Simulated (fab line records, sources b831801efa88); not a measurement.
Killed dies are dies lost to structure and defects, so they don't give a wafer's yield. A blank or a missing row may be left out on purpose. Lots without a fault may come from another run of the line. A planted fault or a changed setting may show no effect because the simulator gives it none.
Chamber matching | flow gf180mcu | GF_PASSIVATION_CVD_00 on pecvd-04: 3 sister chambers
The step deposits SiO2 from TEOS, target thk 1000 nm, time 111.95 s. 14 wafers are shown with their chamber, then 7 later ones without.

WAFERS WITH THEIR CHAMBER
wafer  | chamber | heater_power_w (W)
L712.3 | 0       | 794
L712.4 | 0       | 667
L712.5 | 1       | 871
L715.1 | 2       | 561
L715.3 | 0       | 802
L715.5 | 1       | 900
L718.3 | 1       | 776
L718.5 | 1       | 836
L718.6 | 2       | 598
L719.2 | 1       | 866
L719.3 | 2       | 485
L719.6 | 0       | 749
L721.3 | 0       | 772
L721.4 | 2       | 574

SIGNATURES (means of the wafers above)
reading        | chamber 0 | chamber 1 | chamber 2 | scatter within a chamber
heater_power_w | 756.80    | 849.80    | 554.50    | 50.3
Rule: a wafer's distance from a chamber is the root of the sum, over the readings, of the square of ((its reading less the chamber's mean) divided by the reading's scatter). The wafer belongs to the nearest chamber; if the next one is less than 2 further off, it can't be placed. The scatter: the root of (the sum of the squares of (reading less its chamber's mean) over the shown wafers, divided by (wafers less chambers)).

WAFERS WITHOUT THEIR CHAMBER
wafer  | heater_power_w (W)
L721.5 | 821
L723.2 | 763
L723.3 | 505
L723.5 | 806
L732.2 | 825
L732.3 | 513
L732.4 | 590

WHICH CHAMBER EACH WENT THROUGH
wafer  | from the rows above     | in truth
L721.5 | can't be placed: 1 or 0 | 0
L723.2 | can't be placed: 0 or 1 | 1
L723.3 | 2                       | 2
L723.5 | can't be placed: 1 or 0 | 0
L732.2 | can't be placed: 1 or 0 | 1
L732.3 | 2                       | 2
L732.4 | 2                       | 2
Placed correctly: 3 of 7. Can't be placed from these rows: 4 (the true chamber is among the candidates in 4). Placed wrongly: 0.
